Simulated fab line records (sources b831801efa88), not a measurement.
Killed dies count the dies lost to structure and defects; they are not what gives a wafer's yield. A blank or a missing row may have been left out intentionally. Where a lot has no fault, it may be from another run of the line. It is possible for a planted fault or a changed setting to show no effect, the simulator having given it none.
A struck lot beside a sound one | flow sky130 | 16 steps out of a route of 708
Sound: wafers L449.3, L449.4, L449.5. Struck: wafer L464.4 (left out: L464.2, L464.5 of the same lot, which were not struck); the cause appears at the end.
For every step that has rows: the tool of each side, followed by ch and its chambers, followed by its first start. Under that, the readings that differ: sound wafers | struck wafers | difference of the means | sigmas: that difference in standard deviations of wafers without a fault.
alike: readings with means less than 2 such deviations apart, plus words and numbers identical on both sides. not compared: withheld readings, readings lacking a value on some wafer, bounds such as >300 that could conceal the same value, and numbers that have no deviation in the record and whose values overlap.
Wherever a step has rows on one side only, a row that says differs or no value, or a row with sigmas, the two part there. When numbers do not overlap yet have no deviation, they are printed without sigmas and do not part them. Lack of a reading on every wafer of one side parts them only where that side has two or more wafers.

SKY_VIA2_BOW_MEAS_03:
  struck on film-metro-01, day 40 07:48; sound on film-metro-01, day 35 06:16
  alike: VIA2_BOW
then, 8 steps without rows for these wafers: SKY_VIA2_DEHYDRATE_04 (time 60 s); SKY_VIA2_HMDS_05 (prime time 60 s); SKY_VIA2_COAT_06 (resist thk 60 nm); SKY_VIA2_COAT_07 (resist thk 450 nm); SKY_VIA2_SOFTBAKE_08 (time 90 s); SKY_VIA2_EXPOSE_09 (exposes mask VIM2, target cd 200 nm); SKY_VIA2_PEB_10; SKY_VIA2_DEVELOP_11 (develop time 60 s).
SKY_VIA2_CD_MEAS_12: target cd 200 nm.
  struck on cd-sem-02, day 41 08:05; sound on cd-sem-02, day 36 08:24
  alike: cd-nm
SKY_VIA2_OVL_MEAS_13:
  struck on overlay-01, day 41 08:11; sound on overlay-02, day 36 08:29
  alike: VIA2_OVL
SKY_VIA2_ETCH_14: etches BARC in N2/H2, stops on SiO2, time 45.9 s, target depth 60 nm.
  sound on rie-diel-02 ch 2,3, day 36 08:31; struck on rie-diel-02 ch 0, day 41 08:13
  alike: drypump-motor-current-A, oes-product-au, throttle-valve-pct
  not compared: rf-hours-counter-h
SKY_VIA2_ETCH_15: etches SiO2 in C4F8/O2/Ar, stops on TiN, target depth 546 nm, time 84 s.
  sound on rie-diel-02 ch 2,3, day 36 08:34; struck on rie-diel-02 ch 0, day 41 08:16
  reading                                     | sound             | struck | difference | sigmas
  oes-product-au (a.u.)                       | 0.942 0.942 0.935 | 0.692  | -0.248     | -54
  model.etch.depth-nm (nm)                    | 494.4 492.9 493.5 | 278.4  | -215.2     |
  model.VIA2.feature-depth-nm (nm)            | 494.4 492.9 493.5 | 278.4  | -215.2     |
  model.KrF-thick_of_VIA2_COAT_07.thk-nm (nm) | 283.4 282 284.4   | 338    | +55        |
  not compared: rf-hours-counter-h
SKY_VIA2_STRIP_16: strips in O2/N2.
  sound on plasma-asher-02 ch 0,1, day 36 08:40; struck on plasma-asher-03 ch 1, day 41 08:19
  reading                      | sound             | struck | difference | sigmas
  oes-product-au (a.u.)        | 0.393 0.393 0.392 | 0.409  | +0.016     | +3
  strip-time-to-endpoint-s (s) | 4.051 4.035 4.034 | 4.613  | +0.573     | +27
  alike: drypump-motor-current-A
  not compared: rf-hours-counter-h
then, 1 step without rows for these wafers: SKY_VIA2_STRIP_17 (strips in post etch residue remover, time 1200 s).
-- the record jumps here: 8 days lie between the struck wafers' starts before and after (it left off in module VIA2 and takes up again in module PAD_OPEN, whose first step shown is number 708 of the route) --
SKY_PAD_OPEN_PROBE_99:
  struck on prober-01, day 49 15:55; sound on prober-01, day 45 20:07
  reading                  | sound          | struck | difference | sigmas
  defect-limited-yield (%) | 82.5 84.8 83.1 | 0      | -83        | -44
  killed_at_M0_to_M3       | 45 47 49       | 454    | +407       | +56
  killed_at_M4_up          | 1 8 6          | 1      | -4         | -2
  killed-dies              | 86 75 83       | 492    | +411       | +44
  killed-on-rim            | 21 10 17       | 96     | +80        | +21
  sort_bin_5_function (%)  | 12.4 9.6 9.8   | 94.3   | +83.7      | +56
  sort-n-pass              | 406 417 409    | 0      | -411       | -44
  sort-yield-pct (%)       | 82.5 84.8 83.1 | 0      | -83        | -44
  alike: killed-at-contacts, killed-at-front-end, killed-at-other, killed-open, killed-short, sort_bin_3_pad_short, sort_bin_6_memory

## WHERE THEY PART
At SKY_VIA2_ETCH_15 first; at SKY_PAD_OPEN_PROBE_99 last (within this record only).

WHY: the cause the simulator had injected
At SKY_VIA2_ETCH_15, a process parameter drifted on rie-diel-02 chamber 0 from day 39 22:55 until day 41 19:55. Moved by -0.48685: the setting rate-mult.
